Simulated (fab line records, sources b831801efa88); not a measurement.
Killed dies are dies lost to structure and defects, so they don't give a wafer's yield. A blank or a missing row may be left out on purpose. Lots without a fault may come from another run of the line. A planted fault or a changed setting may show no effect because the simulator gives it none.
A struck lot beside a sound one | flow sky130 | 16 steps out of a route of 708
Sound: wafers L504.2, L504.4, L504.6. Struck: wafers L514.2, L514.3. The cause comes at the end.
At each step with rows: each side's tool, then ch and its chambers, then its first start. Under that, the readings that differ: sound wafers | struck wafers | difference of the means | sigmas: that difference in standard deviations of wafers without a fault.
alike: readings whose means differ by less than 2 such deviations, and words and numbers that are the same on both sides. not compared: withheld readings, readings that some wafer has no value for, bounds like >300 that may hide the same value, and numbers for which the record gives no deviation and whose values overlap.
The two part at a step that has a row with sigmas, a row that says differs or no value, or rows on one side only. Numbers that don't overlap but have no deviation are shown without sigmas and don't part them. A reading that every wafer of one side lacks parts them only if that side has two wafers or more.

first, 2 steps without rows for these wafers: SKY_VT_ADJUST_LVTN_PEB_16; SKY_VT_ADJUST_LVTN_DEVELOP_17 (develop time 60 s).
SKY_VT_ADJUST_LVTN_OVL_MEAS_18:
  sound on overlay-01, day 9 17:08; struck on overlay-01, day 12 13:11
  alike: VT_ADJUST_LVTN_01_OVL
then, 1 step without rows for these wafers: SKY_VT_ADJUST_LVTN_IMPLANT_19.
SKY_VT_ADJUST_LVTN_STRIP_20: strips in O2/N2.
  sound on plasma_asher-01 ch 0,1, day 9 17:19; struck on plasma_asher-01 ch 0, day 12 13:22
  alike: drypump_motor_current_A, oes_product_au, strip_time_to_endpoint_s
  not compared: rf_hours_counter_h
SKY_VT_ADJUST_LVTN_TW_MEAS_21:
  sound on film_metro-02, day 9 17:25; struck on film_metro-03, day 12 13:29
  alike: VT_ADJUST_LVTN_2_TW
then, 6 steps without rows for these wafers: SKY_VT_ADJUST_NCORE_DEHYDRATE_00 (time 60 s); SKY_VT_ADJUST_NCORE_HMDS_01 (prime time 60 s); SKY_VT_ADJUST_NCORE_COAT_02 (resist thk 1140 nm); SKY_VT_ADJUST_NCORE_SOFTBAKE_03 (time 60 s); SKY_VT_ADJUST_NCORE_EXPOSE_04 (exposes mask LVTN COMPLEMENT THIN, target cd 380 nm); SKY_VT_ADJUST_NCORE_PEB_05.
SKY_VT_ADJUST_NCORE_DEVELOP_06: develop time 60 s.
  sound on litho_track-04 ch 0, day 10 15:06; struck on litho_track-04 ch 0, day 13 13:57
SKY_VT_ADJUST_NCORE_CD_MEAS_07: target cd 380 nm.
  sound on cd_sem-02, day 10 15:14; struck on cd_sem-02, day 13 14:05
  reading    | sound             | struck      | difference | sigmas
  cd_nm (nm) | 385.1 383.4 385.1 | 372.1 371.3 | -12.8      | -4
SKY_VT_ADJUST_NCORE_OVL_MEAS_08:
  sound on overlay-01, day 10 15:21; struck on overlay-02, day 13 14:12
  alike: VT_ADJUST_NCORE_OVL
-- the record jumps here: 36 days lie between the struck wafers' starts before and after (it left off in module VT_ADJUST_NCORE and takes up again in module PAD_OPEN, whose first step shown is number 708 of the route) --
SKY_PAD_OPEN_PROBE_99:
  sound on prober-01, day 47 11:44; struck on prober-01, day 49 17:54
  alike: killed_at_M0_to_M3, killed_at_M4_up, killed_at_contacts, killed_at_front_end, killed_at_other, killed_dies, killed_open, killed_short

WHERE THEY PART
Only at SKY_VT_ADJUST_NCORE_CD_MEAS_07, within this record. Later steps at which nothing parts them and some readings are alike: SKY_VT_ADJUST_NCORE_OVL_MEAS_08, SKY_PAD_OPEN_PROBE_99.

WHY: what the simulator had put in
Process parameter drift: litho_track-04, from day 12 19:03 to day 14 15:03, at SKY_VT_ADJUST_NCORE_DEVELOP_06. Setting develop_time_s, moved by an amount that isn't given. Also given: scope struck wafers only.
